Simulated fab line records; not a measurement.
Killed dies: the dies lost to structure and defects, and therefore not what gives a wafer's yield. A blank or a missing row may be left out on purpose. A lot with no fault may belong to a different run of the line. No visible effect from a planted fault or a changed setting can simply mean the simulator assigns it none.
fab line records / flow gf180mcu
record lots=13 wafers=39 last-day=34
route steps=602 shown NWELL@49 VT_IMPLANT@131 POLY_GATE@171 HV_LDD@195
lots that met no fault: from a run of the same line without faults
start-h: the number of hours between the record's first day and the start of the first shown wafer of the lot / wait-h: hours from the lot's prior step to this one / " as in the row above / L1.1+2: a row that stands for several wafers / - either no value or no given start / * or withheld: withheld / < > ~ a bound
route shown NAME@n: a module of which the file shows steps, and the number in the route of the first / usual: mean and standard deviation over wafers with no fault / same: alike in all rows / chamber/n: place in a boat / sites: per-site readings / _std_site: how widely they spread, as a standard deviation / _edge_site: inner sites' mean taken away from outer sites' mean / radius-mm: for every site, how far away it sits from the centre of the wafer / mask NAME#n: copy n / behind: the most recent tool/chamber to have shaped the wafer / hold: why the lot was held/for how many hours/how that ended / device: names the non-switching transistor (n, p or np) / end of line: the tests these same wafers got at the end of their route / step lacking rows: just its recipe / killed: dies that structure and defects cost at the first sort, which is not the same as the wafer's yield / map: a wafer's dies, marking killed ones x, the rest . and places with no die _
set.NAME: the setting the step ran with; set.NAME@STEP: the setting that earlier step ran with / model.NAME: the simulator's own value behind a step, which no gauge read
a sample of lots followed through the steps of the route, with each step as a table and each wafer as a row
services: from which hour (start-h, from the record's first day; less than 0 if before it) a tool's chamber was out of use, for how many hours, and why
## steps
# step GF_NWELL_OVL_MEAS_07
# usual NWELL_OVL=-1.0/1.4
lot.wafer=L937.1 tool=overlay-01 chamber=- start-h=70.32 wait-h=- NWELL_OVL[nm]=-1.2
lot.wafer=L937.3 tool=overlay-01 chamber=- start-h=70.32 wait-h=- NWELL_OVL[nm]=-2.4
lot.wafer=L937.6 tool=overlay-01 chamber=- start-h=70.32 wait-h=- NWELL_OVL[nm]=-2.9
lot.wafer=L938.2 tool=overlay-01 chamber=- start-h=77.57 wait-h=- NWELL_OVL[nm]=-0.6
lot.wafer=L938.3 tool=overlay-01 chamber=- start-h=77.57 wait-h=- NWELL_OVL[nm]=1.2
lot.wafer=L938.6 tool=overlay-01 chamber=- start-h=77.57 wait-h=- NWELL_OVL[nm]=-1.1
lot.wafer=L939.1 tool=overlay-02 chamber=- start-h=80.93 wait-h=- NWELL_OVL[nm]=0.7
lot.wafer=L939.2 tool=overlay-02 chamber=- start-h=80.93 wait-h=- NWELL_OVL[nm]=-1.4
lot.wafer=L939.3 tool=overlay-02 chamber=- start-h=80.93 wait-h=- NWELL_OVL[nm]=-1.1
lot.wafer=L941.1 tool=overlay-01 chamber=- start-h=93.12 wait-h=- NWELL_OVL[nm]=0.2
lot.wafer=L941.2 tool=overlay-01 chamber=- start-h=93.12 wait-h=- NWELL_OVL[nm]=-0.5
lot.wafer=L941.6 tool=overlay-01 chamber=- start-h=93.12 wait-h=- NWELL_OVL[nm]=-0.6
lot.wafer=L942.1 tool=overlay-01 chamber=- start-h=97.92 wait-h=- NWELL_OVL[nm]=-2.4
lot.wafer=L942.3 tool=overlay-01 chamber=- start-h=97.92 wait-h=- NWELL_OVL[nm]=-2.0
lot.wafer=L942.6 tool=overlay-01 chamber=- start-h=97.92 wait-h=- NWELL_OVL[nm]=-1.8
lot.wafer=L945.1 tool=overlay-02 chamber=- start-h=110.37 wait-h=- NWELL_OVL[nm]=-2.3
lot.wafer=L945.2 tool=overlay-02 chamber=- start-h=110.37 wait-h=- NWELL_OVL[nm]=0.2
lot.wafer=L945.3 tool=overlay-02 chamber=- start-h=110.37 wait-h=- NWELL_OVL[nm]=-0.9
lot.wafer=L946.4 tool=overlay-02 chamber=- start-h=117.69 wait-h=- NWELL_OVL[nm]=-3.9
lot.wafer=L946.5 tool=overlay-02 chamber=- start-h=117.69 wait-h=- NWELL_OVL[nm]=-3.6
lot.wafer=L946.6 tool=overlay-02 chamber=- start-h=117.69 wait-h=- NWELL_OVL[nm]=-2.0
lot.wafer=L951.2 tool=overlay-02 chamber=- start-h=144.22 wait-h=- NWELL_OVL[nm]=-1.2
lot.wafer=L951.3 tool=overlay-02 chamber=- start-h=144.22 wait-h=- NWELL_OVL[nm]=0.4
lot.wafer=L951.4 tool=overlay-02 chamber=- start-h=144.22 wait-h=- NWELL_OVL[nm]=0.0
lot.wafer=L952.2 tool=overlay-02 chamber=- start-h=148.77 wait-h=- NWELL_OVL[nm]=2.2
lot.wafer=L952.3 tool=overlay-02 chamber=- start-h=148.77 wait-h=- NWELL_OVL[nm]=1.0
lot.wafer=L952.6 tool=overlay-02 chamber=- start-h=148.77 wait-h=- NWELL_OVL[nm]=0.1
lot.wafer=L953.1 tool=overlay-02 chamber=- start-h=153.82 wait-h=- NWELL_OVL[nm]=-0.3
lot.wafer=L953.3 tool=overlay-02 chamber=- start-h=153.82 wait-h=- NWELL_OVL[nm]=-0.5
lot.wafer=L953.4 tool=overlay-02 chamber=- start-h=153.82 wait-h=- NWELL_OVL[nm]=-1.8
lot.wafer=L954.1 tool=overlay-02 chamber=- start-h=158.92 wait-h=- NWELL_OVL[nm]=0.7
lot.wafer=L954.3 tool=overlay-02 chamber=- start-h=158.92 wait-h=- NWELL_OVL[nm]=-1.0
lot.wafer=L954.6 tool=overlay-02 chamber=- start-h=158.92 wait-h=- NWELL_OVL[nm]=-1.0
lot.wafer=L955.1 tool=overlay-02 chamber=- start-h=163.63 wait-h=- NWELL_OVL[nm]=-0.7
lot.wafer=L955.3 tool=overlay-02 chamber=- start-h=163.63 wait-h=- NWELL_OVL[nm]=-0.3
lot.wafer=L955.6 tool=overlay-02 chamber=- start-h=163.63 wait-h=- NWELL_OVL[nm]=-1.2
lot.wafer=L957.2 tool=overlay-02 chamber=- start-h=174.39 wait-h=- NWELL_OVL[nm]=-1.0
lot.wafer=L957.4 tool=overlay-02 chamber=- start-h=174.39 wait-h=- NWELL_OVL[nm]=-3.2
lot.wafer=L957.6 tool=overlay-02 chamber=- start-h=174.39 wait-h=- NWELL_OVL[nm]=-0.3
# step GF_VT_IMPLANT_IMPLANT_41
# recipe species=As energy-kev=70 dose-cm2=1.013e+12 tilt-deg=7
# usual dose-ions-cm2=1.0129e+12/1.2e+09
lot.wafer=L937.1 tool=implanter-03 chamber=0 start-h=175.15 wait-h=0.0 dose-ions-cm2=1.016e+12
lot.wafer=L937.3 tool=implanter-03 chamber=0 start-h=175.15 wait-h=0.0 dose-ions-cm2=1.0144e+12
lot.wafer=L937.6 tool=implanter-03 chamber=0 start-h=175.15 wait-h=0.0 dose-ions-cm2=1.0134e+12
lot.wafer=L938.2 tool=implanter-02 chamber=0 start-h=183.04 wait-h=0.0 dose-ions-cm2=1.0117e+12
lot.wafer=L938.3 tool=implanter-02 chamber=0 start-h=183.04 wait-h=0.0 dose-ions-cm2=1.0125e+12
lot.wafer=L938.6 tool=implanter-02 chamber=0 start-h=183.04 wait-h=0.0 dose-ions-cm2=1.011e+12
lot.wafer=L939.1 tool=implanter-03 chamber=0 start-h=187.45 wait-h=0.0 dose-ions-cm2=1.013e+12
lot.wafer=L939.2 tool=implanter-03 chamber=0 start-h=187.45 wait-h=0.0 dose-ions-cm2=1.0141e+12
lot.wafer=L939.3 tool=implanter-03 chamber=0 start-h=187.45 wait-h=0.0 dose-ions-cm2=1.0133e+12
lot.wafer=L941.1 tool=implanter-03 chamber=0 start-h=204.65 wait-h=0.0 dose-ions-cm2=1.0121e+12
lot.wafer=L941.2 tool=implanter-03 chamber=0 start-h=204.65 wait-h=0.0 dose-ions-cm2=1.0134e+12
lot.wafer=L941.6 tool=implanter-03 chamber=0 start-h=204.65 wait-h=0.0 dose-ions-cm2=1.0144e+12
lot.wafer=L942.1 tool=implanter-01 chamber=0 start-h=210.20 wait-h=0.0 dose-ions-cm2=1.013e+12
lot.wafer=L942.3 tool=implanter-01 chamber=0 start-h=210.20 wait-h=0.0 dose-ions-cm2=1.0136e+12
lot.wafer=L942.6 tool=implanter-01 chamber=0 start-h=210.20 wait-h=0.0 dose-ions-cm2=1.0138e+12
lot.wafer=L945.1 tool=implanter-02 chamber=0 start-h=222.42 wait-h=0.0 dose-ions-cm2=1.0143e+12
lot.wafer=L945.2 tool=implanter-02 chamber=0 start-h=222.42 wait-h=0.0 dose-ions-cm2=1.0151e+12
lot.wafer=L945.3 tool=implanter-02 chamber=0 start-h=222.42 wait-h=0.0 dose-ions-cm2=1.0147e+12
lot.wafer=L946.4 tool=implanter-01 chamber=0 start-h=232.74 wait-h=0.1 dose-ions-cm2=1.0115e+12
lot.wafer=L946.5 tool=implanter-01 chamber=0 start-h=232.74 wait-h=0.1 dose-ions-cm2=1.0128e+12
lot.wafer=L946.6 tool=implanter-01 chamber=0 start-h=232.74 wait-h=0.1 dose-ions-cm2=1.0121e+12
lot.wafer=L951.2 tool=implanter-03 chamber=0 start-h=265.48 wait-h=0.0 dose-ions-cm2=1.0119e+12
lot.wafer=L951.3 tool=implanter-03 chamber=0 start-h=265.48 wait-h=0.0 dose-ions-cm2=1.0122e+12
lot.wafer=L951.4 tool=implanter-03 chamber=0 start-h=265.48 wait-h=0.0 dose-ions-cm2=1.0109e+12
lot.wafer=L952.2 tool=implanter-03 chamber=0 start-h=271.94 wait-h=0.0 dose-ions-cm2=1.0146e+12
lot.wafer=L952.3 tool=implanter-03 chamber=0 start-h=271.94 wait-h=0.0 dose-ions-cm2=1.0125e+12
lot.wafer=L952.6 tool=implanter-03 chamber=0 start-h=271.94 wait-h=0.0 dose-ions-cm2=1.0137e+12
lot.wafer=L953.1 tool=implanter-01 chamber=0 start-h=279.20 wait-h=0.0 dose-ions-cm2=1.0133e+12
lot.wafer=L953.3 tool=implanter-01 chamber=0 start-h=279.20 wait-h=0.0 dose-ions-cm2=1.0132e+12
lot.wafer=L953.4 tool=implanter-01 chamber=0 start-h=279.20 wait-h=0.0 dose-ions-cm2=1.0113e+12
lot.wafer=L954.1 tool=implanter-01 chamber=0 start-h=283.55 wait-h=0.0 dose-ions-cm2=1.0132e+12
lot.wafer=L954.3 tool=implanter-01 chamber=0 start-h=283.55 wait-h=0.0 dose-ions-cm2=1.0122e+12
lot.wafer=L954.6 tool=implanter-01 chamber=0 start-h=283.55 wait-h=0.0 dose-ions-cm2=1.0093e+12
lot.wafer=L955.1 tool=implanter-03 chamber=0 start-h=290.35 wait-h=0.0 dose-ions-cm2=1.0151e+12
lot.wafer=L955.3 tool=implanter-03 chamber=0 start-h=290.35 wait-h=0.0 dose-ions-cm2=1.0138e+12
lot.wafer=L955.6 tool=implanter-03 chamber=0 start-h=290.35 wait-h=0.0 dose-ions-cm2=1.0131e+12
lot.wafer=L957.2 tool=implanter-03 chamber=0 start-h=303.88 wait-h=0.0 dose-ions-cm2=1.0126e+12
lot.wafer=L957.4 tool=implanter-03 chamber=0 start-h=303.88 wait-h=0.0 dose-ions-cm2=1.0139e+12
lot.wafer=L957.6 tool=implanter-03 chamber=0 start-h=303.88 wait-h=0.0 dose-ions-cm2=1.014e+12
# step GF_VT_IMPLANT_TW_MEAS_43
# usual VT_IMPLANT_4_TW=692/8.2
lot.wafer=L937.1 tool=film-metro-03 chamber=- start-h=175.40 wait-h=0.1 VT_IMPLANT_4_TW=706
lot.wafer=L937.3 tool=film-metro-03 chamber=- start-h=175.40 wait-h=0.1 VT_IMPLANT_4_TW=703
lot.wafer=L937.6 tool=film-metro-03 chamber=- start-h=175.40 wait-h=0.1 VT_IMPLANT_4_TW=702
lot.wafer=L938.2 tool=film-metro-02 chamber=- start-h=183.28 wait-h=0.1 VT_IMPLANT_4_TW=684
lot.wafer=L938.3 tool=film-metro-02 chamber=- start-h=183.28 wait-h=0.1 VT_IMPLANT_4_TW=689
lot.wafer=L938.6 tool=film-metro-02 chamber=- start-h=183.28 wait-h=0.1 VT_IMPLANT_4_TW=691
lot.wafer=L939.1 tool=film-metro-02 chamber=- start-h=187.70 wait-h=0.1 VT_IMPLANT_4_TW=689
lot.wafer=L939.2 tool=film-metro-02 chamber=- start-h=187.70 wait-h=0.1 VT_IMPLANT_4_TW=691
lot.wafer=L939.3 tool=film-metro-02 chamber=- start-h=187.70 wait-h=0.1 VT_IMPLANT_4_TW=691
lot.wafer=L941.1 tool=film-metro-01 chamber=- start-h=204.90 wait-h=0.1 VT_IMPLANT_4_TW=661
lot.wafer=L941.2 tool=film-metro-01 chamber=- start-h=204.90 wait-h=0.1 VT_IMPLANT_4_TW=663
lot.wafer=L941.6 tool=film-metro-01 chamber=- start-h=204.90 wait-h=0.1 VT_IMPLANT_4_TW=662
lot.wafer=L942.1 tool=film-metro-03 chamber=- start-h=210.45 wait-h=0.1 VT_IMPLANT_4_TW=703
lot.wafer=L942.3 tool=film-metro-03 chamber=- start-h=210.45 wait-h=0.1 VT_IMPLANT_4_TW=707
lot.wafer=L942.6 tool=film-metro-03 chamber=- start-h=210.45 wait-h=0.1 VT_IMPLANT_4_TW=705
lot.wafer=L945.1 tool=film-metro-01 chamber=- start-h=222.67 wait-h=0.1 VT_IMPLANT_4_TW=683
lot.wafer=L945.2 tool=film-metro-01 chamber=- start-h=222.67 wait-h=0.1 VT_IMPLANT_4_TW=681
lot.wafer=L945.3 tool=film-metro-01 chamber=- start-h=222.67 wait-h=0.1 VT_IMPLANT_4_TW=683
lot.wafer=L946.4 tool=film-metro-03 chamber=- start-h=232.95 wait-h=0.1 VT_IMPLANT_4_TW=698
lot.wafer=L946.5 tool=film-metro-03 chamber=- start-h=232.95 wait-h=0.1 VT_IMPLANT_4_TW=698
lot.wafer=L946.6 tool=film-metro-03 chamber=- start-h=232.95 wait-h=0.1 VT_IMPLANT_4_TW=697
lot.wafer=L951.2 tool=film-metro-02 chamber=- start-h=265.71 wait-h=0.1 VT_IMPLANT_4_TW=693
lot.wafer=L951.3 tool=film-metro-02 chamber=- start-h=265.71 wait-h=0.1 VT_IMPLANT_4_TW=690
lot.wafer=L951.4 tool=film-metro-02 chamber=- start-h=265.71 wait-h=0.1 VT_IMPLANT_4_TW=692
lot.wafer=L952.2 tool=film-metro-01 chamber=- start-h=272.18 wait-h=0.1 VT_IMPLANT_4_TW=686
lot.wafer=L952.3 tool=film-metro-01 chamber=- start-h=272.18 wait-h=0.1 VT_IMPLANT_4_TW=686
lot.wafer=L952.6 tool=film-metro-01 chamber=- start-h=272.18 wait-h=0.1 VT_IMPLANT_4_TW=687
lot.wafer=L953.1 tool=film-metro-02 chamber=- start-h=279.45 wait-h=0.1 VT_IMPLANT_4_TW=690
lot.wafer=L953.3 tool=film-metro-02 chamber=- start-h=279.45 wait-h=0.1 VT_IMPLANT_4_TW=691
lot.wafer=L953.4 tool=film-metro-02 chamber=- start-h=279.45 wait-h=0.1 VT_IMPLANT_4_TW=694
lot.wafer=L954.1 tool=film-metro-01 chamber=- start-h=283.80 wait-h=0.1 VT_IMPLANT_4_TW=685
lot.wafer=L954.3 tool=film-metro-01 chamber=- start-h=283.80 wait-h=0.1 VT_IMPLANT_4_TW=684
lot.wafer=L954.6 tool=film-metro-01 chamber=- start-h=283.80 wait-h=0.1 VT_IMPLANT_4_TW=686
lot.wafer=L955.1 tool=film-metro-02 chamber=- start-h=290.60 wait-h=0.1 VT_IMPLANT_4_TW=685
lot.wafer=L955.3 tool=film-metro-02 chamber=- start-h=290.60 wait-h=0.1 VT_IMPLANT_4_TW=694
lot.wafer=L955.6 tool=film-metro-02 chamber=- start-h=290.60 wait-h=0.1 VT_IMPLANT_4_TW=691
lot.wafer=L957.2 tool=film-metro-02 chamber=- start-h=304.11 wait-h=0.1 VT_IMPLANT_4_TW=691
lot.wafer=L957.4 tool=film-metro-02 chamber=- start-h=304.11 wait-h=0.1 VT_IMPLANT_4_TW=692
lot.wafer=L957.6 tool=film-metro-02 chamber=- start-h=304.11 wait-h=0.1 VT_IMPLANT_4_TW=695
# step GF_POLY_GATE_STRIP_14
# recipe chemistry=O2/N2 power-w=1400 pressure-mtorr=1500 platen-temp-c=250 o2-flow-sccm=3000 n2-flow-sccm=300 overash-fraction=0.5
# usual drypump-motor-current-A=5.5/0.43 heater-power-w=322/37 n2-flow-sccm=300.1/0.91 oes-product-au=0.505/0.0044
lot.wafer=L937.1 tool=plasma-asher-02 chamber=0 start-h=216.96 wait-h=0.0 drypump-motor-current-A=4.8 heater-power-w=314 n2-flow-sccm=300.8 oes-product-au=0.504 rf-hours-counter-h=41
lot.wafer=L937.3 tool=plasma-asher-02 chamber=0 start-h=216.96 wait-h=0.0 drypump-motor-current-A=4.8 heater-power-w=323 n2-flow-sccm=298.5 oes-product-au=0.507 rf-hours-counter-h=-
lot.wafer=L937.6 tool=plasma-asher-02 chamber=1 start-h=216.96 wait-h=0.0 drypump-motor-current-A=5.8 heater-power-w=302 n2-flow-sccm=299.2 oes-product-au=0.499 rf-hours-counter-h=-
lot.wafer=L938.2 tool=plasma-asher-03 chamber=1 start-h=223.08 wait-h=0.0 drypump-motor-current-A=6.0 heater-power-w=308 n2-flow-sccm=300.4 oes-product-au=0.501 rf-hours-counter-h=64
lot.wafer=L938.3 tool=plasma-asher-03 chamber=1 start-h=223.08 wait-h=0.0 drypump-motor-current-A=6.0 heater-power-w=305 n2-flow-sccm=300.8 oes-product-au=0.504 rf-hours-counter-h=-
lot.wafer=L938.6 tool=plasma-asher-03 chamber=1 start-h=223.08 wait-h=0.0 drypump-motor-current-A=6.0 heater-power-w=308 n2-flow-sccm=301.1 oes-product-au=0.512 rf-hours-counter-h=-
lot.wafer=L939.1 tool=plasma-asher-03 chamber=1 start-h=228.51 wait-h=0.0 drypump-motor-current-A=6.0 heater-power-w=311 n2-flow-sccm=298.6 oes-product-au=0.496 rf-hours-counter-h=64
lot.wafer=L939.2 tool=plasma-asher-03 chamber=0 start-h=228.51 wait-h=0.0 drypump-motor-current-A=5.2 heater-power-w=399 n2-flow-sccm=299.8 oes-product-au=0.502 rf-hours-counter-h=64
lot.wafer=L939.3 tool=plasma-asher-03 chamber=0 start-h=228.51 wait-h=0.0 drypump-motor-current-A=5.2 heater-power-w=404 n2-flow-sccm=298.9 oes-product-au=0.507 rf-hours-counter-h=-
lot.wafer=L941.1 tool=plasma-asher-01 chamber=0 start-h=248.43 wait-h=0.0 drypump-motor-current-A=5.8 heater-power-w=303 n2-flow-sccm=300.1 oes-product-au=0.506 rf-hours-counter-h=14
lot.wafer=L941.2 tool=plasma-asher-01 chamber=1 start-h=248.43 wait-h=0.0 drypump-motor-current-A=5.1 heater-power-w=296 n2-flow-sccm=301.0 oes-product-au=0.507 rf-hours-counter-h=14
lot.wafer=L941.6 tool=plasma-asher-01 chamber=0 start-h=248.43 wait-h=0.0 drypump-motor-current-A=5.8 heater-power-w=290 n2-flow-sccm=301.6 oes-product-au=0.505 rf-hours-counter-h=-
lot.wafer=L942.1 tool=plasma-asher-03 chamber=1 start-h=254.05 wait-h=0.0 drypump-motor-current-A=6.0 heater-power-w=304 n2-flow-sccm=300.1 oes-product-au=0.505 rf-hours-counter-h=67
lot.wafer=L942.3 tool=plasma-asher-03 chamber=1 start-h=254.05 wait-h=0.0 drypump-motor-current-A=6.0 heater-power-w=306 n2-flow-sccm=299.8 oes-product-au=0.512 rf-hours-counter-h=-
lot.wafer=L942.6 tool=plasma-asher-03 chamber=0 start-h=254.05 wait-h=0.0 drypump-motor-current-A=5.1 heater-power-w=406 n2-flow-sccm=299.4 oes-product-au=0.503 rf-hours-counter-h=-
lot.wafer=L945.1 tool=plasma-asher-01 chamber=1 start-h=266.03 wait-h=0.0 drypump-motor-current-A=5.1 heater-power-w=302 n2-flow-sccm=300.4 oes-product-au=0.511 rf-hours-counter-h=16
lot.wafer=L945.2 tool=plasma-asher-01 chamber=0 start-h=266.03 wait-h=0.0 drypump-motor-current-A=5.8 heater-power-w=309 n2-flow-sccm=299.7 oes-product-au=0.501 rf-hours-counter-h=16
lot.wafer=L945.3 tool=plasma-asher-01 chamber=0 start-h=266.03 wait-h=0.0 drypump-motor-current-A=5.8 heater-power-w=298 n2-flow-sccm=300.5 oes-product-au=0.507 rf-hours-counter-h=-
lot.wafer=L946.4 tool=plasma-asher-01 chamber=0 start-h=276.61 wait-h=0.0 drypump-motor-current-A=5.8 heater-power-w=300 n2-flow-sccm=300.6 oes-product-au=0.505 rf-hours-counter-h=-
lot.wafer=L946.5 tool=plasma-asher-01 chamber=0 start-h=276.61 wait-h=0.0 drypump-motor-current-A=5.8 heater-power-w=305 n2-flow-sccm=299.9 oes-product-au=0.506 rf-hours-counter-h=-
lot.wafer=L946.6 tool=plasma-asher-01 chamber=1 start-h=276.61 wait-h=0.0 drypump-motor-current-A=5.1 heater-power-w=298 n2-flow-sccm=299.8 oes-product-au=0.501 rf-hours-counter-h=-
lot.wafer=L951.2 tool=plasma-asher-02 chamber=0 start-h=312.95 wait-h=0.0 drypump-motor-current-A=4.8 heater-power-w=326 n2-flow-sccm=300.9 oes-product-au=0.505 rf-hours-counter-h=51
lot.wafer=L951.3 tool=plasma-asher-02 chamber=0 start-h=312.95 wait-h=0.0 drypump-motor-current-A=4.8 heater-power-w=325 n2-flow-sccm=300.6 oes-product-au=0.498 rf-hours-counter-h=-
lot.wafer=L951.4 tool=plasma-asher-02 chamber=1 start-h=312.95 wait-h=0.0 drypump-motor-current-A=5.8 heater-power-w=309 n2-flow-sccm=299.6 oes-product-au=0.505 rf-hours-counter-h=-
lot.wafer=L952.2 tool=plasma-asher-01 chamber=1 start-h=318.38 wait-h=0.0 drypump-motor-current-A=5.1 heater-power-w=297 n2-flow-sccm=299.8 oes-product-au=0.500 rf-hours-counter-h=20
lot.wafer=L952.3 tool=plasma-asher-01 chamber=0 start-h=318.38 wait-h=0.0 drypump-motor-current-A=5.8 heater-power-w=311 n2-flow-sccm=301.6 oes-product-au=0.512 rf-hours-counter-h=-
lot.wafer=L952.6 tool=plasma-asher-01 chamber=1 start-h=318.38 wait-h=0.0 drypump-motor-current-A=5.1 heater-power-w=301 n2-flow-sccm=298.5 oes-product-au=0.510 rf-hours-counter-h=-
lot.wafer=L953.1 tool=plasma-asher-02 chamber=0 start-h=325.33 wait-h=0.0 drypump-motor-current-A=4.8 heater-power-w=332 n2-flow-sccm=299.4 oes-product-au=0.502 rf-hours-counter-h=52
lot.wafer=L953.3 tool=plasma-asher-02 chamber=1 start-h=325.33 wait-h=0.0 drypump-motor-current-A=5.8 heater-power-w=294 n2-flow-sccm=298.7 oes-product-au=0.507 rf-hours-counter-h=-
lot.wafer=L953.4 tool=plasma-asher-02 chamber=0 start-h=325.33 wait-h=0.0 drypump-motor-current-A=4.8 heater-power-w=327 n2-flow-sccm=300.5 oes-product-au=0.504 rf-hours-counter-h=-
lot.wafer=L954.1 tool=plasma-asher-01 chamber=0 start-h=332.00 wait-h=0.0 drypump-motor-current-A=5.8 heater-power-w=306 n2-flow-sccm=299.4 oes-product-au=0.508 rf-hours-counter-h=22
lot.wafer=L954.3 tool=plasma-asher-01 chamber=0 start-h=332.00 wait-h=0.0 drypump-motor-current-A=5.8 heater-power-w=316 n2-flow-sccm=299.9 oes-product-au=0.504 rf-hours-counter-h=-
lot.wafer=L954.6 tool=plasma-asher-01 chamber=1 start-h=332.00 wait-h=0.0 drypump-motor-current-A=5.1 heater-power-w=300 n2-flow-sccm=298.5 oes-product-au=0.505 rf-hours-counter-h=-
lot.wafer=L955.1 tool=plasma-asher-01 chamber=1 start-h=338.15 wait-h=0.0 drypump-motor-current-A=5.1 heater-power-w=296 n2-flow-sccm=301.6 oes-product-au=0.499 rf-hours-counter-h=22
lot.wafer=L955.3 tool=plasma-asher-01 chamber=0 start-h=338.15 wait-h=0.0 drypump-motor-current-A=5.8 heater-power-w=306 n2-flow-sccm=300.7 oes-product-au=0.502 rf-hours-counter-h=-
lot.wafer=L955.6 tool=plasma-asher-01 chamber=1 start-h=338.15 wait-h=0.0 drypump-motor-current-A=5.1 heater-power-w=298 n2-flow-sccm=300.8 oes-product-au=0.508 rf-hours-counter-h=-
lot.wafer=L957.2 tool=plasma-asher-03 chamber=0 start-h=352.78 wait-h=0.0 drypump-motor-current-A=5.2 heater-power-w=402 n2-flow-sccm=299.8 oes-product-au=0.505 rf-hours-counter-h=78
lot.wafer=L957.4 tool=plasma-asher-03 chamber=1 start-h=352.78 wait-h=0.0 drypump-motor-current-A=5.9 heater-power-w=299 n2-flow-sccm=299.7 oes-product-au=0.506 rf-hours-counter-h=-
lot.wafer=L957.6 tool=plasma-asher-03 chamber=0 start-h=352.78 wait-h=0.0 drypump-motor-current-A=5.1 heater-power-w=405 n2-flow-sccm=299.7 oes-product-au=0.508 rf-hours-counter-h=-
# step GF_HV_LDD_CD_MEAS_19
# recipe target-cd-nm=400
# usual cd-nm=399.5/2.4
lot.wafer=L937.1 tool=cd-sem-02 chamber=- start-h=255.63 wait-h=0.1 cd-nm=401.0
lot.wafer=L937.3 tool=cd-sem-02 chamber=- start-h=255.63 wait-h=0.1 cd-nm=401.4
lot.wafer=L937.6 tool=cd-sem-02 chamber=- start-h=255.63 wait-h=0.1 cd-nm=399.4
lot.wafer=L938.2 tool=cd-sem-02 chamber=- start-h=260.49 wait-h=0.1 cd-nm=396.8
lot.wafer=L938.3 tool=cd-sem-02 chamber=- start-h=260.49 wait-h=0.1 cd-nm=398.5
lot.wafer=L938.6 tool=cd-sem-02 chamber=- start-h=260.49 wait-h=0.1 cd-nm=396.8
lot.wafer=L939.1 tool=cd-sem-02 chamber=- start-h=267.39 wait-h=0.1 cd-nm=397.5
lot.wafer=L939.2 tool=cd-sem-02 chamber=- start-h=267.39 wait-h=0.1 cd-nm=400.4
lot.wafer=L939.3 tool=cd-sem-02 chamber=- start-h=267.39 wait-h=0.1 cd-nm=399.2
lot.wafer=L941.1 tool=cd-sem-02 chamber=- start-h=288.69 wait-h=0.1 cd-nm=403.4
lot.wafer=L941.2 tool=cd-sem-02 chamber=- start-h=288.69 wait-h=0.1 cd-nm=400.3
lot.wafer=L941.6 tool=cd-sem-02 chamber=- start-h=288.69 wait-h=0.1 cd-nm=400.2
lot.wafer=L942.1 tool=cd-sem-02 chamber=- start-h=296.52 wait-h=0.1 cd-nm=396.7
lot.wafer=L942.3 tool=cd-sem-02 chamber=- start-h=296.52 wait-h=0.1 cd-nm=396.5
lot.wafer=L942.6 tool=cd-sem-02 chamber=- start-h=296.52 wait-h=0.1 cd-nm=395.2
lot.wafer=L945.1 tool=cd-sem-01 chamber=- start-h=307.04 wait-h=0.1 cd-nm=397.1
lot.wafer=L945.2 tool=cd-sem-01 chamber=- start-h=307.04 wait-h=0.1 cd-nm=398.4
lot.wafer=L945.3 tool=cd-sem-01 chamber=- start-h=307.04 wait-h=0.1 cd-nm=398.5
lot.wafer=L946.4 tool=cd-sem-02 chamber=- start-h=319.00 wait-h=0.1 cd-nm=399.3
lot.wafer=L946.5 tool=cd-sem-02 chamber=- start-h=319.00 wait-h=0.1 cd-nm=400.3
lot.wafer=L946.6 tool=cd-sem-02 chamber=- start-h=319.00 wait-h=0.1 cd-nm=397.9
lot.wafer=L951.2 tool=cd-sem-02 chamber=- start-h=357.23 wait-h=0.1 cd-nm=401.7
lot.wafer=L951.3 tool=cd-sem-02 chamber=- start-h=357.23 wait-h=0.1 cd-nm=401.2
lot.wafer=L951.4 tool=cd-sem-02 chamber=- start-h=357.23 wait-h=0.1 cd-nm=404.7
lot.wafer=L952.2 tool=cd-sem-01 chamber=- start-h=364.25 wait-h=0.1 cd-nm=399.3
lot.wafer=L952.3 tool=cd-sem-01 chamber=- start-h=364.25 wait-h=0.1 cd-nm=400.7
lot.wafer=L952.6 tool=cd-sem-01 chamber=- start-h=364.25 wait-h=0.1 cd-nm=399.5
lot.wafer=L953.1 tool=cd-sem-01 chamber=- start-h=372.01 wait-h=0.1 cd-nm=399.6
lot.wafer=L953.3 tool=cd-sem-01 chamber=- start-h=372.01 wait-h=0.1 cd-nm=399.5
lot.wafer=L953.4 tool=cd-sem-01 chamber=- start-h=372.01 wait-h=0.1 cd-nm=399.7
lot.wafer=L954.1 tool=cd-sem-01 chamber=- start-h=378.08 wait-h=0.1 cd-nm=401.7
lot.wafer=L954.3 tool=cd-sem-01 chamber=- start-h=378.08 wait-h=0.1 cd-nm=403.3
lot.wafer=L954.6 tool=cd-sem-01 chamber=- start-h=378.08 wait-h=0.1 cd-nm=404.7
lot.wafer=L955.1 tool=cd-sem-01 chamber=- start-h=383.76 wait-h=0.1 cd-nm=399.8
lot.wafer=L955.3 tool=cd-sem-01 chamber=- start-h=383.76 wait-h=0.1 cd-nm=400.6
lot.wafer=L955.6 tool=cd-sem-01 chamber=- start-h=383.76 wait-h=0.1 cd-nm=401.3
lot.wafer=L957.2 tool=cd-sem-02 chamber=- start-h=399.30 wait-h=0.1 cd-nm=397.8
lot.wafer=L957.4 tool=cd-sem-02 chamber=- start-h=399.30 wait-h=0.1 cd-nm=395.4
lot.wafer=L957.6 tool=cd-sem-02 chamber=- start-h=399.30 wait-h=0.1 cd-nm=401.1
## services
tool=implanter-02 chamber=- start-h=177.89 hours=0.7 kind=repair
tool=plasma-asher-03 chamber=- start-h=190.70 hours=2.5 kind=repair
tool=implanter-03 chamber=- start-h=249.44 hours=1.4 kind=repair
tool=implanter-03 chamber=- start-h=297.66 hours=3.6 kind=pm
tool=plasma-asher-01 chamber=- start-h=303.19 hours=6.4 kind=repair
tool=implanter-03 chamber=- start-h=310.39 hours=2.1 kind=repair
tool=plasma-asher-03 chamber=- start-h=314.43 hours=0.8 kind=repair
## key
first-sign step=GF_VT_IMPLANT_TW_MEAS_43 reading=VT_IMPLANT_4_TW direction=down sigmas=3.6 usual=692 struck=662
effect none on later readings
met-at GF_VT_IMPLANT_IMPLANT_41
struck-lots L941
tester-left-out L941
not-acting-at GF_NWELL_OVL_MEAS_07,GF_POLY_GATE_STRIP_14,GF_HV_LDD_CD_MEAS_19
onset-between 187.45 204.65
fault kind=process-parameter-drift tool=implanter-03 chamber=- onset-h=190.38 steps=GF_VT_IMPLANT_IMPLANT_41 channel=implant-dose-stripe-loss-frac offset=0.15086 shape=step end-h=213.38
# tester-left-out: of these lots the tester's yield and bins aren't shown, on N5 and GAA mostly nor the transistor test; their killed dies are dies lost to structure and defects alone, not to doping, threshold or leakage, so they don't give the yield
